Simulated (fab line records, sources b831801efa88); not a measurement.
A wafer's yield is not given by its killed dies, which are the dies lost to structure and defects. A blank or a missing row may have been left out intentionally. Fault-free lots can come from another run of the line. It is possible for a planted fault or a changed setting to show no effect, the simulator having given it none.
A lot that was struck, set against a sound lot -- flow sky130 -- 29 steps out of a route of 708
Sound: these wafers, L164.2, L164.3, L164.5. Wafers struck: L182.2, L182.4, L182.6. Last of all comes the cause.
Order at every step that has rows: each side's tool, ch and its chambers, its first start. Under that, the readings that differ: sound wafers -- struck wafers -- difference of the means -- sigmas: that difference in standard deviations of wafers without a fault.
alike: a reading whose means differ by less than 2 such deviations, as well as words and numbers matching on both sides. not compared: withheld readings; readings where some wafer has no value; bounds like >300 that might hide an equal value; numbers whose values overlap and for which the record gives no deviation.
Wherever a step has rows on one side only, a row that says differs or no value, or a row with sigmas, the two part there. When numbers do not overlap yet have no deviation, they are printed without sigmas and do not part them. A reading that every wafer of one side lacks parts them only if that side has two wafers or more.

first, 1 step without rows for these wafers: SKY_LDD_HVN_IMPLANT_08.
SKY_LDD_HVN_STRIP_09: strips in O2/N2.
  sound on plasma asher-01 ch 0,1, day 21 18:46; struck on plasma asher-02 ch 0,1, day 28 05:33
  alike: chamber pressure mTorr, drypump motor current A, oes product au, strip time to endpoint s
  not compared: rf hours counter h
SKY_LDD_HVN_TW_MEAS_10:
  sound on film metro-03, day 21 18:52; struck on film metro-01, day 28 05:40
  alike: LDD_HVN_TW
then, 7 steps without rows for these wafers: SKY_LDD_HVP_DEHYDRATE_00 (time 60 s); SKY_LDD_HVP_HMDS_01 (prime time 60 s); SKY_LDD_HVP_COAT_02 (resist thk 300 nm); SKY_LDD_HVP_SOFTBAKE_03 (time 60 s); SKY_LDD_HVP_EXPOSE_04 (exposes mask HVPTM, target cd 700 nm); SKY_LDD_HVP_PEB_05; SKY_LDD_HVP_DEVELOP_06 (develop time 60 s).
SKY_LDD_HVP_OVL_MEAS_07:
  sound on overlay-01, day 23 01:25; struck on overlay-02, day 29 09:13
reading,sound,struck,difference,sigmas
LDD_HVP_OVL (nm),-0.6 -0.6 -1.1,2.9 3.0 1.7,+3.3,+2
then, 1 step without rows for these wafers: SKY_LDD_HVP_IMPLANT_08.
SKY_LDD_HVP_STRIP_09: strips in O2/N2.
  sound on plasma asher-01 ch 0,1, day 23 01:36; struck on plasma asher-02 ch 0,1, day 29 09:24
  no value came back on the struck wafers for chamber pressure mTorr (mTorr), drypump motor current A (A), oes product au (a.u.), strip time to endpoint s (s); on the sound wafers chamber pressure mTorr (mTorr) reads 1498.5 1500.3 1501.2
reading,sound,struck,difference,sigmas
model.NOVOLAK_of_LDD_HVP_COAT_02.thk nm (nm),0 0 0,300.3 299.5 300.1,+300.0,
  not compared: rf hours counter h
SKY_LDD_HVP_TW_MEAS_10:
  sound on film metro-02, day 23 01:43; struck on film metro-03, day 29 09:31
reading,sound,struck,difference,sigmas
LDD_HVP_TW,442 442 443,451 453 453,+10,+2
then, 7 steps without rows for these wafers: SKY_LDD_LDN_DEHYDRATE_00 (time 60 s); SKY_LDD_LDN_HMDS_01 (prime time 60 s); SKY_LDD_LDN_COAT_02 (resist thk 1140 nm); SKY_LDD_LDN_SOFTBAKE_03 (time 60 s); SKY_LDD_LDN_EXPOSE_04 (exposes mask LDNTM, target cd 700 nm); SKY_LDD_LDN_PEB_05; SKY_LDD_LDN_DEVELOP_06 (develop time 60 s).
SKY_LDD_LDN_OVL_MEAS_07:
  sound on overlay-01, day 24 07:44; struck on overlay-02, day 30 11:04
  alike: LDD_LDN_OVL
then, 4 steps without rows for these wafers: SKY_LDD_LDN_IMPLANT_08; SKY_LDD_LDN_IMPLANT_09; SKY_LDD_LDN_IMPLANT_10; SKY_LDD_LDN_IMPLANT_11.
SKY_LDD_LDN_STRIP_12: strips in O2/N2.
  sound on plasma asher-02 ch 0, day 24 08:22; struck on plasma asher-04 ch 0,1, day 30 13:14
reading,sound,struck,difference,sigmas
drypump motor current A (A),6.7 6.8 6.8,5.2 5.2 5.6,-1.4,-3
strip time to endpoint s (s),14.13 14.12 14.14,18.81 18.72 18.68,+4.61,+99 or more
  alike: chamber pressure mTorr, oes product au
  not compared: rf hours counter h
SKY_LDD_LDN_TW_MEAS_13:
  sound on film metro-02, day 24 08:28; struck on film metro-04, day 30 13:24
reading,sound,struck,difference,sigmas
LDD_LDN_TW,1453 1451 1451,30 30 30,-1422,-57
then, 1 step without rows for these wafers: SKY_LDD_LDN_CLEAN_14 (cleans in SC1/SC2, time 150 s).

WHERE THEY PART
At SKY_LDD_HVP_OVL_MEAS_07 first; at SKY_LDD_LDN_TW_MEAS_13 last (within this record only).

WHY: whatever the simulator had introduced
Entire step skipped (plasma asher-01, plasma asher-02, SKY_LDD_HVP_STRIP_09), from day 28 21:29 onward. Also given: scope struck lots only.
